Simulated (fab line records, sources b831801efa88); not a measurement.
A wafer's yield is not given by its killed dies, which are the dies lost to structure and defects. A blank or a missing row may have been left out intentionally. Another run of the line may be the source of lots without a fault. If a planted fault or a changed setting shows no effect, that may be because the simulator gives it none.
Chamber matching | flow sky130 | SKY_FIELD_ISO_ETCH_17 on rie-si-01: 4 sister chambers
The step etches Si in HBr/Cl2/O2, target depth 342 nm, time 97.7 s. 8 wafers are shown with their chamber, then 8 later ones without.

== WAFERS PAIRED WITH THEIR CHAMBERS ==
wafer  | chamber | drypump-motor-current-A (A) | oes-product-au (a.u.)
L332.4 | 3       | 5.9                         | 0.980
L333.2 | 3       | 5.8                         | 0.983
L336.1 | 1       | 5.7                         | 1.008
L336.6 | 1       | 5.7                         | 1.009
L341.2 | 0       | 5.6                         | 1.001
L341.4 | 2       | 6.5                         | 1.013
L341.5 | 2       | 6.5                         | 1.004
L342.3 | 0       | 5.6                         | 0.997

== WAFERS WITH NO CHAMBER GIVEN ==
wafer  | drypump-motor-current-A (A) | oes-product-au (a.u.)
L342.4 | 5.8                         | 0.989
L342.5 | 5.7                         | 0.999
L345.3 | 5.6                         | 1.021
L345.4 | 5.8                         | 0.987
L345.6 | 5.7                         | 1.007
L347.3 | 6.5                         | 1.002
L347.5 | 5.9                         | 0.979
L347.6 | 6.6                         | 1.009

== CHAMBER TAKEN BY EACH ==
wafer  | from the rows above     | in truth
L342.4 | 3                       | 3
L342.5 | can't be placed: 1 or 0 | 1
L345.3 | can't be placed: 1 or 0 | 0
L345.4 | 3                       | 3
L345.6 | 1                       | 1
L347.3 | 2                       | 2
L347.5 | 3                       | 3
L347.6 | 2                       | 2
Correctly placed: 6 of 8. Not placeable from these rows: 2 (in 2, the candidates include the true chamber). 0 placed wrongly.
How it was worked out, from the rows above alone: a wafer's distance from a chamber is the root of the sum, over the readings, of the square of ((its reading less the chamber's mean) divided by the reading's scatter). The wafer belongs to the nearest chamber; if the next one is less than 2 further off, it can't be placed. The mean given for a chamber averages the wafers shown for that chamber. The scatter is the square root of a quotient: the sum, over the shown wafers, of each reading's squared deviation from its chamber's mean, divided by wafers minus chambers.
